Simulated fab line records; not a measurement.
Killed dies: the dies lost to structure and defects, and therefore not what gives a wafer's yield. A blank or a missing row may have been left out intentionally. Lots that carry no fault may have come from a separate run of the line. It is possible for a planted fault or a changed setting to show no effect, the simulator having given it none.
fab line records	flow sky130
[record] lots = 14	wafers = 42	last_day = 52
route steps=708 shown FIELD_ISO@18 VT_ADJUST_NCORE@127 SONOS_ONO@185 LDD_N@243
lots with no fault: from the same line, run without faults
start_h: hours from the record's opening day to when the first of the lot's shown wafers began	wait_h: hours from the lot's prior step to this one	" unchanged from the row above	L1.1+2: a row that stands for several wafers	- no value, or no start was given	* or withheld: withheld	< > ~ a bound
route shown NAME@n: names a module that has steps shown in the file, with the first one's number in the route	usual: average and standard deviation across the fault-free wafers	same: alike in all rows	chamber/n: place in a boat	sites: the reading at each site	_std_site: how widely they spread, as a standard deviation	_edge_site: outer sites' mean less inner sites'	radius_mm: for every site, how far away it sits from the centre of the wafer	mask NAME#n: copy n	behind: the most recent tool/chamber to have shaped the wafer	hold: what put the lot on hold/how long, in hours/how the hold closed	device: transistor that didn't switch, given as n, p or np	end of line: the tests these same wafers got at the end of their route	a step without rows: its recipe alone	killed: at the first sort, the dies lost to defects and structure; wafer yield is something else	map: a wafer's dies, marking killed ones x, the rest . and places with no die _
set.NAME: the setting as run; set.NAME@STEP: as run at that earlier step	model.NAME: the simulator's own value behind a step, which no gauge read
a sample of lots followed through the steps of the route, with each step as a table and each wafer as a row
services: the hour from which a tool's chamber was out of use, counted from the record's first day as start_h (under 0 if before that day), plus the number of hours and why
[[steps]]
[step SKY_FIELD_ISO_ETCH_17]
[recipe] target_depth_a = 3420	mask_material = Si3N4	chemistry = HBr/Cl2/O2	target = Si	taper_deg = 5	icp_w = 600	bias_w = 150	pressure_mtorr = 15	HBr_flow_sccm = 150	Cl2_flow_sccm = 40	O2_flow_sccm = 6	time_s = 97.7
[usual] drypump_motor_current_A = 5.6/0.33	oes_product_au = 1.000/0.0094	throttle_valve_pct = 25.657/0.011
lot.wafer	tool	chamber	start_h	wait_h	drypump_motor_current_A	oes_product_au	rf_hours_counter_h	throttle_valve_pct
L742.1	rie_si-02	3	38.93	0.1	5.6	1.006	124	25.652
L742.3	"	2	"	"	5.5	1.006	89	25.660
L742.6	"	3	"	"	5.6	1.002	-	25.663
L743.1	rie_si-01	3	45.03	0.1	4.8	0.989	68	25.666
L743.3	"	0	"	"	6.0	1.007	2	25.653
L743.4	"	1	"	"	5.4	1.008	87	25.652
L744.2	rie_si-01	1	52.41	0.1	5.4	0.987	87	25.665
L744.4	"	0	"	"	5.9	1.003	2	25.656
L744.5	"	2	"	"	5.9	1.010	-	25.657
L745.1	rie_si-02	1	56.96	0.1	5.7	0.995	2	25.638
L745.4	"	3	"	"	5.6	1.001	125	25.656
L745.5	"	1	"	"	5.7	1.005	-	25.662
L746.1	rie_si-01	3	60.66	0.1	4.8	0.986	68	25.672
L746.2	"	0	"	"	5.9	1.003	2	25.671
L746.6	"	3	"	"	4.8	0.982	-	25.665
L750.1	rie_si-02	0	81.48	0.1	5.7	1.007	1	25.651
L750.3	"	1	"	"	5.7	0.999	2	25.662
L750.6	"	1	"	"	5.7	0.997	-	25.649
L751.1	rie_si-02	2	87.98	0.1	5.5	1.001	90	25.648
L751.2	"	3	"	"	5.6	1.004	125	25.646
L751.4	"	0	"	"	5.7	1.009	1	25.642
L756.1	rie_si-02	2	111.63	0.1	5.5	1.012	90	25.662
L756.5	"	1	"	"	5.7	0.992	-	25.649
L756.6	"	0	"	"	5.7	1.008	-	25.658
L757.1	rie_si-02	0	115.48	0.1	5.7	0.990	2	25.649
L757.3	"	3	"	"	5.6	0.999	125	25.646
L757.6	"	3	"	"	5.6	0.998	-	25.653
L759.2	rie_si-01	3	206.68	0.1	4.8	0.986	69	25.655
L759.4	"	0	"	"	5.9	1.016	3	25.659
L759.6	"	2	"	"	5.9	0.994	-	25.652
L758.2	rie_si-02	0	206.73	0.1	5.7	1.005	2	25.642
L758.4	"	1	"	"	5.7	1.014	-	25.645
L758.6	"	2	"	"	5.5	1.007	-	25.649
L760.2	rie_si-01	1	207.03	0.1	5.4	0.993	88	25.685
L760.3	"	3	"	"	4.9	0.985	69	25.662
L760.4	"	2	"	"	5.9	0.997	90	25.656
L761.2	rie_si-01	2	207.15	0.1	5.9	1.014	90	25.647
L761.3	"	3	"	"	4.8	1.005	69	25.654
L761.4	"	1	"	"	5.4	0.992	88	25.658
L762.2	rie_si-02	0	207.38	0.1	5.7	1.006	2	25.655
L762.4	"	1	"	"	5.7	0.997	-	25.658
L762.6	"	2	"	"	5.5	1.001	-	25.654
[step SKY_VT_ADJUST_NCORE_OVL_MEAS_08]
[usual] VT_ADJUST_NCORE_OVL = -0.1/1.5
lot.wafer	tool	chamber	start_h	wait_h	VT_ADJUST_NCORE_OVL[nm]
L742.1	overlay-02	-	170.68	0.1	-0.5
L742.3	"	-	"	"	-0.8
L742.6	"	-	"	"	0.2
L743.1	overlay-02	-	173.93	0.1	-1.8
L743.3	"	-	"	"	-0.3
L743.4	"	-	"	"	-3.1
L744.2	overlay-02	-	178.38	0.1	-0.9
L744.4	"	-	"	"	-0.5
L744.5	"	-	"	"	-1.7
L745.1	overlay-01	-	181.63	0.1	1.5
L745.4	"	-	"	"	0.6
L745.5	"	-	"	"	-0.2
L746.1	overlay-01	-	185.36	0.1	0.2
L746.2	"	-	"	"	0.8
L746.6	"	-	"	"	2.7
L750.1	overlay-02	-	201.98	0.1	-0.6
L750.3	"	-	"	"	-1.0
L750.6	"	-	"	"	2.1
L751.1	overlay-02	-	210.61	0.1	-1.9
L751.2	"	-	"	"	-2.2
L751.4	"	-	"	"	-1.9
L756.1	overlay-02	-	234.63	0.1	-0.7
L756.5	"	-	"	"	-1.5
L756.6	"	-	"	"	1.1
L757.1	overlay-01	-	237.16	0.1	-2.9
L757.3	"	-	"	"	1.4
L757.6	"	-	"	"	-0.5
L760.2	overlay-02	-	428.76	0.1	-0.8
L760.3	"	-	"	"	1.1
L760.4	"	-	"	"	2.0
L758.2	overlay-01	-	428.91	0.1	-1.3
L758.4	"	-	"	"	0.2
L758.6	"	-	"	"	-1.5
L759.2	overlay-02	-	429.66	0.1	1.8
L759.4	"	-	"	"	1.0
L759.6	"	-	"	"	1.6
L761.2	overlay-01	-	429.96	0.1	-1.8
L761.3	"	-	"	"	-1.3
L761.4	"	-	"	"	-0.8
L762.2	overlay-01	-	431.46	0.1	0.7
L762.4	"	-	"	"	-0.5
L762.6	"	-	"	"	0.6
[step SKY_SONOS_ONO_STRIP_17]
[recipe] chemistry = O2/N2	power_w = 1400	pressure_mtorr = 1500	platen_temp_c = withheld	o2_flow_sccm = 3000	n2_flow_sccm = 300	overash_fraction = 0.5
[usual] drypump_motor_current_A = 5.82/0.28	oes_product_au = 0.709/0.0043	strip_time_to_endpoint_s = 14.09/0.039
[same] overash_fraction = 0.5
lot.wafer	tool	chamber	start_h	wait_h	drypump_motor_current_A	oes_product_au	rf_hours_counter_h	strip_time_to_endpoint_s
L742.1	plasma_asher-04	0	237.00	0.0	5.55	0.703	56	14.02
L742.3	"	0	"	"	5.56	0.709	-	14.04
L742.6	"	1	"	"	5.88	0.708	-	14.05
L743.1	plasma_asher-04	1	247.45	0.0	5.88	0.709	57	14.11
L743.3	"	0	"	"	5.56	0.714	-	14.07
L743.4	"	1	"	"	5.92	0.717	-	14.04
L744.2	plasma_asher-04	1	248.02	0.0	5.87	0.709	57	14.07
L744.4	"	0	"	"	5.56	0.709	-	14.09
L744.5	"	0	"	"	5.58	0.713	-	14.03
L745.1	plasma_asher-03	0	262.01	0.0	5.83	0.711	42	14.18
L745.4	"	0	"	"	5.83	0.704	-	14.11
L745.5	"	0	"	"	5.84	0.718	-	14.14
L746.1	plasma_asher-04	1	262.31	0.0	5.87	0.713	58	14.07
L746.2	"	0	"	"	5.56	0.716	58	14.05
L746.6	"	1	"	"	5.90	0.707	-	14.10
L750.1	plasma_asher-04	0	287.72	0.0	5.55	0.715	61	14.07
L750.3	"	0	"	"	5.55	0.711	-	14.08
L750.6	"	0	"	"	5.56	0.714	-	14.04
L751.1	plasma_asher-03	1	299.73	0.0	6.15	0.712	45	14.09
L751.2	"	0	"	"	5.82	0.711	45	14.07
L751.4	"	0	"	"	5.83	0.707	-	14.09
L756.1	plasma_asher-04	1	339.67	0.0	5.89	0.712	66	14.15
L756.5	"	0	"	"	5.58	0.704	-	14.18
L756.6	"	1	"	"	5.91	0.703	-	14.13
L757.1	plasma_asher-01	1	340.65	0.0	6.07	0.705	21	14.10
L757.3	"	0	"	"	5.25	0.703	-	14.06
L757.6	"	0	"	"	5.27	0.703	-	14.11
L760.2	plasma_asher-01	1	552.33	0.0	6.06	0.711	43	14.03
L760.3	"	0	"	"	5.27	0.703	-	14.07
L760.4	"	1	"	"	6.05	0.703	-	14.07
L758.2	plasma_asher-04	0	554.23	0.0	5.55	0.712	88	14.16
L758.4	"	0	"	"	5.57	0.712	-	14.15
L758.6	"	0	"	"	5.56	0.704	-	14.12
L759.2	plasma_asher-01	0	554.40	0.0	5.24	0.713	43	14.14
L759.4	"	0	"	"	5.27	0.715	-	14.13
L759.6	"	0	"	"	5.25	0.712	-	14.14
L761.2	plasma_asher-04	0	555.13	0.0	5.55	0.707	88	14.06
L761.3	"	1	"	"	5.88	0.715	-	14.07
L761.4	"	0	"	"	5.56	0.712	-	14.06
L762.2	plasma_asher-01	1	555.43	0.0	6.03	0.717	43	14.07
L762.4	"	0	"	"	5.26	0.707	-	14.08
L762.6	"	0	"	"	5.21	0.709	-	14.08
[step SKY_LDD_N_DEVELOP_06]
[recipe] develop_time_s = 60	dev_temp_c = 23
[usual] chill_plate_temp_C = 23.02/0.11	develop_time_s = 60/0
lot.wafer	tool	chamber	start_h	wait_h	chill_plate_temp_C	develop_time_s
L742.1	litho_track-04	0	350.81	0.1	23.05	60
L742.3	"	0	"	"	23.02	60
L742.6	"	0	"	"	23.05	60
L743.1	litho_track-03	0	358.99	0.1	22.89	60
L743.3	"	0	"	"	23.04	60
L743.4	"	0	"	"	23.06	60
L744.2	litho_track-02	0	369.76	0.1	22.75	60
L744.4	"	0	"	"	22.98	60
L744.5	"	0	"	"	22.87	60
L746.1	litho_track-03	0	380.89	0.1	23.21	60
L746.2	"	0	"	"	23.10	60
L746.6	"	0	"	"	23.09	60
L745.1	litho_track-03	0	385.64	0.1	22.78	60
L745.4	"	0	"	"	23.01	60
L745.5	"	0	"	"	22.94	60
L750.1	litho_track-03	-	410.54	0.1	-	-
L750.3	"	-	"	"	-	-
L750.6	"	-	"	"	-	-
L751.1	litho_track-04	-	417.31	0.1	-	-
L751.2	"	-	"	"	-	-
L751.4	"	-	"	"	-	-
L756.1	litho_track-04	0	463.41	0.1	23.09	60
L756.5	"	0	"	"	23.09	60
L756.6	"	0	"	"	22.91	60
L757.1	litho_track-02	0	470.73	0.1	23.03	60
L757.3	"	0	"	"	22.83	60
L757.6	"	0	"	"	22.93	60
L760.2	litho_track-03	0	673.61	0.1	23.30	60
L760.3	"	0	"	"	23.12	60
L760.4	"	0	"	"	23.13	60
L758.2	litho_track-03	0	675.61	0.1	23.05	60
L758.4	"	0	"	"	22.88	60
L758.6	"	0	"	"	22.98	60
L759.2	litho_track-04	0	676.98	0.1	23.01	60
L759.4	"	0	"	"	23.07	60
L759.6	"	0	"	"	23.01	60
L761.2	litho_track-03	0	677.11	0.1	22.86	60
L761.3	"	0	"	"	22.93	60
L761.4	"	0	"	"	23.00	60
L762.2	litho_track-04	0	677.28	0.1	22.89	60
L762.4	"	0	"	"	23.15	60
L762.6	"	0	"	"	23.10	60
[[services]]
tool	chamber	start_h	hours	kind
plasma_asher-03	-	29.57	14.6	pm
plasma_asher-04	-	37.63	0.7	repair
plasma_asher-03	-	90.53	4.4	repair
plasma_asher-01	-	108.75	9.0	pm
rie_si-01	-	109.38	14.6	pm
plasma_asher-01	-	110.54	3.3	repair
rie_si-01	3	125.31	4.1	repair
rie_si-02	3	145.39	2.1	repair
rie_si-02	3	150.33	10.6	repair
plasma_asher-01	-	192.31	1.9	repair
rie_si-01	0	211.52	8.3	repair
plasma_asher-04	-	228.94	2.8	pm
rie_si-02	-	261.30	2.8	pm
rie_si-02	-	270.75	0.6	repair
plasma_asher-01	-	289.19	3.2	repair
rie_si-01	-	293.11	0.1	repair
plasma_asher-01	-	309.74	2.8	pm
plasma_asher-01	-	325.94	1.8	repair
plasma_asher-01	-	397.89	1.1	repair
rie_si-01	-	408.12	1.8	repair
rie_si-01	3	425.33	1.1	repair
plasma_asher-01	-	570.89	39.0	repair
plasma_asher-01	-	617.08	28.1	pm
rie_si-02	2	660.61	13.0	repair
[[key]]
[first_sign] step = SKY_LDD_N_DEVELOP_06	reading = tool_record	direction = missing
effect none on later readings
met_at SKY_LDD_N_DEVELOP_06
struck_lots L750,L751
sort_left_out L750.1,L750.3,L750.6,L751.1,L751.2,L751.4
tester_left_out L750,L751
not_acting_at SKY_FIELD_ISO_ETCH_17,SKY_VT_ADJUST_NCORE_OVL_MEAS_08,SKY_SONOS_ONO_STRIP_17
onset_between 385.64 410.54
[fault] kind = skipped_step_whole	tool = litho_track-03,litho_track-04	chamber = -	onset_h = 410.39	steps = SKY_LDD_N_DEVELOP_06	scope = struck_lots_only
// tester_left_out: of these lots the tester's yield and bins aren't shown, on N5 and GAA mostly nor the transistor test; their killed dies are dies lost to structure and defects alone, not to doping, threshold or leakage, so they don't give the yield
// sort_left_out: the simulated sort isn't trusted on such a fault, so these wafers' sort isn't shown, and their yield isn't known
